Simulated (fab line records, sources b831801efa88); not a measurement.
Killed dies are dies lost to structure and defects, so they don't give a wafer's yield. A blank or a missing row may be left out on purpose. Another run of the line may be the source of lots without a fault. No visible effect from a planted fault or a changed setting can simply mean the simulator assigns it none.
Split-lot trial    flow sfqLine    23 wafers read from 5 lots, route of 325 steps

THE SPLIT ITSELF
At SFQ_TRILAYER_I3_VIA_LITHO_COAT_090 (resist thk 62 nm), the setting spinRpm was moved away from the recipe's 3000 rpm on 7 of the 23 wafers read, by -2.4% to +6.6%. All remaining wafers had this setting at the recipe value.

The reading comes from the split's own step.

THE READING
BARC_of_TRILAYER_I3_VIA_LITHO_COAT_090.thkNm (the simulator's own value, which no gauge read), in nm, at SFQ_TRILAYER_I3_VIA_LITHO_COAT_090 (resist thk 62 nm). The file does not state a usual value for it. Here, 16 wafers ran the recipe; their average is 62.07 nm with a standard deviation of 0.21 nm.

wafer   tool, chamber at the split  spinRpm as run, rpm  against the recipe  BARC_of_TRILAYER_I3_VIA_LITHO_COAT_090.thkNm, nm  against lot-mates on the recipe
L074.1  lithoTrack-02, 0            3000                 recipe              62.54                                             -
L074.2  lithoTrack-02, 0            3072                 +2.4%               61.56                                             -0.85
L074.3  lithoTrack-02, 0            3000                 recipe              62.48                                             -
L074.4  lithoTrack-02, 0            3000                 recipe              62.21                                             -
L074.5  lithoTrack-02, 0            3072                 +2.4%               61.83                                             -0.58
L077.1  lithoTrack-03, 0            3000                 recipe              61.86                                             -
L077.2  lithoTrack-03, 0            3000                 recipe              62.1                                              -
L077.3  lithoTrack-03, 0            3000                 recipe              61.88                                             -
L077.4  lithoTrack-03, 0            3000                 recipe              61.92                                             -
L077.5  lithoTrack-03, 0            3000                 recipe              61.83                                             -
L078.2  lithoTrack-03, 0            3000                 recipe              61.96                                             -
L078.3  lithoTrack-03, 0            3198                 +6.6%               60.24                                             -1.82
L078.4  lithoTrack-03, 0            3000                 recipe              62.18                                             -
L078.5  lithoTrack-03, 0            3000                 recipe              62.05                                             -
L078.6  lithoTrack-03, 0            3198                 +6.6%               60.13                                             -1.93
L079.1  lithoTrack-03, 0            2929                 -2.4%               62.68                                             +0.78
L079.2  lithoTrack-03, 0            3000                 recipe              61.84                                             -
L079.3  lithoTrack-03, 0            2929                 -2.4%               62.48                                             +0.58
L079.5  lithoTrack-03, 0            3000                 recipe              61.95                                             -
L079.6  lithoTrack-03, 0            2929                 -2.4%               62.47                                             +0.57
L081.1  lithoTrack-03, 0            3000                 recipe              62.08                                             -
L081.4  lithoTrack-03, 0            3000                 recipe              62.13                                             -
L081.6  lithoTrack-03, 0            3000                 recipe              62.16                                             -

FIT RESULTS
A straight line over all 23 wafers: BARC_of_TRILAYER_I3_VIA_LITHO_COAT_090.thkNm changes by -0.259 nm for each +1% of spinRpm; r = -0.94; the points scatter about the line by 0.22 nm.
The same after taking each lot's own level away (the mean of its wafers on the recipe; 23 wafers): -0.284 nm for each +1%; r = -0.99; scatter 0.1 nm.
That fit puts the effect of the largest move of spinRpm on the reading at 1.9 nm.
Across the lots, their own levels run from 61.895 to 62.410 nm, a range of 2.5 times the standard deviation given above.
Consequently the slope shifts little with the lot-to-lot level, the two slopes agreeing.
Check: with one of the wafers moved furthest among these (+6.6%) left out of the fit, the line predicts -1.91 nm for it against its lot-mates. Against them it came out at -1.82 nm.

THE OTHER SPLITS THESE WAFERS WENT THROUGH
Other splits were also applied to these wafers ahead of the reading. Each is held against what the fit with the lots' levels taken away leaves over:
other split on the same wafers                    wafers away from the commonest value  r with BARC_of_TRILAYER_I3_VIA_LITHO_COAT_090.thkNm (lot level and that fit taken away)
SFQ_TRILAYER_I1_VIA_BARC_OPEN_VIA_ETCH_071 biasW  4                                     -0.02
SFQ_TRILAYER_M2_LITHO_COAT_062 spinRpm            11                                    -0.12
SFQ_TRILAYER_M2_ETCH_METAL_ETCH_060 icpW          4                                     +0.26
SFQ_TRILAYER_I2_VIA_LITHO_COAT_067 spinRpm        10                                    +0.10
SFQ_TRILAYER_I2_VIA_BARC_OPEN_VIA_ETCH_096 biasW  11                                    -0.01

THE FILE'S OWN FIT
BARC_of_TRILAYER_I3_VIA_LITHO_COAT_090.thkNm changes by -0.285 nm for each +1% of spinRpm, r = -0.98.
